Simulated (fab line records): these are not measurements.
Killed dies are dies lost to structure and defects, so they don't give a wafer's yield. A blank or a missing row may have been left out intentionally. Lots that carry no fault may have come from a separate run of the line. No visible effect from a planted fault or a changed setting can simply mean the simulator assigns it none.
Problem report in the 8D (eight disciplines) form, filled by code || flow sky130 || the parts of the form that need people (team, actions taken, sign-off) are left out

== 1. WHAT WENT WRONG ==
Wafers without a fault read 308 s, standard deviation 3.3; run-length-s at SKY_SONOS_ONO_WET_ETCH_16 reads a mean of 277 s on 6 wafers belonging to 2 lots. That puts it -9.4 standard deviations away from the usual mean.
The step: etches SiO2 in dHF, target depth 14 nm, time 280 s.
Seen first at day 18 10:54 on wet-bench-03, wafer L174.2. At this step, 42 wafers from 14 lots have a number in the record. Rule for "out", or "out of limits": more than 4 standard deviations from the usual mean. Any other wafer with a number is counted as sound.

== 2. WHAT IT IS; WHAT IT IS NOT ==
{"question": "which readings at this step", "is": "run-length-s", "is not": "temp-c"}
{"question": "which lots", "is": "L174, L176", "is not": "L159, L160, L165, L166, L167, L169, L170, L172, L173, L179, L180, L181"}
{"question": "which wafers of those lots", "is": "all that have a number", "is not": "-"}
{"question": "read on which tools", "is": "wet-bench-03", "is not": "wet-bench-02, wet-bench-04"}
{"question": "when", "is": "from day 18 10:54", "is not": "up to then (27 sound wafers); but 9 sound wafers of L179, L180, L181 came after"}

== 3. THE SUSPECTS, EACH WITH WHAT RULES IT OUT ==
Counting: any tool at a process step up to the reading is kept as a suspect provided that every lot that is out went through it and no sound lot did after the first of them.
- wet-bench-03 at SKY_SONOS_ONO_WET_ETCH_16 (etches SiO2 in dHF, target depth 14 nm, time 280 s): kept. It ran every lot that is out, first L174 (day 18 10:54), and no sound lot after that; its last sound lot up to then is L173 (day 17 21:03). On those wafers its own readings are out: run-length-s.
After counting, what remains is wet-bench-03 at SKY_SONOS_ONO_WET_ETCH_16.

== 4. THE CAUSE (what the simulator had put in) ==
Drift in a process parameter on wet-bench-03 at SKY_SONOS_ONO_WET_ETCH_16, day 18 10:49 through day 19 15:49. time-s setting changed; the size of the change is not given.
The count eliminated every tool but this one.

== 5. THE EFFECT CHAIN, in route order ==
Each row: a reading where the mean over the struck wafers with a number is more than 3 standard deviations away from the usual. Only readings for which the record gives a usual standard deviation are gone through. hours: the time from each lot's start at the first step in this table that gives one to its start at this step, as a median over the lots. sigmas: the change in usual standard deviations.
{"hours": 0, "step": "SKY_SONOS_ONO_WET_ETCH_16", "reading": "run-length-s", "usual": "308 s", "on struck wafers": 277, "change": -31, "sigmas": -9.4}
It contains these process steps:
- SKY_SONOS_ONO_WET_ETCH_16: etches SiO2 in dHF, target depth 14 nm, time 280 s.
Later measuring or inspecting steps at which every struck wafer that the step has a row for has a number for every such reading, and none has moved that far: SKY_POLY_GATE_THK_MEAS_01.

== 6. WHAT WOULD HAVE CAUGHT IT SOONER ==
In this record the first reading out of limits was taken at day 18 10:54, 0 hours after the fault began at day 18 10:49.
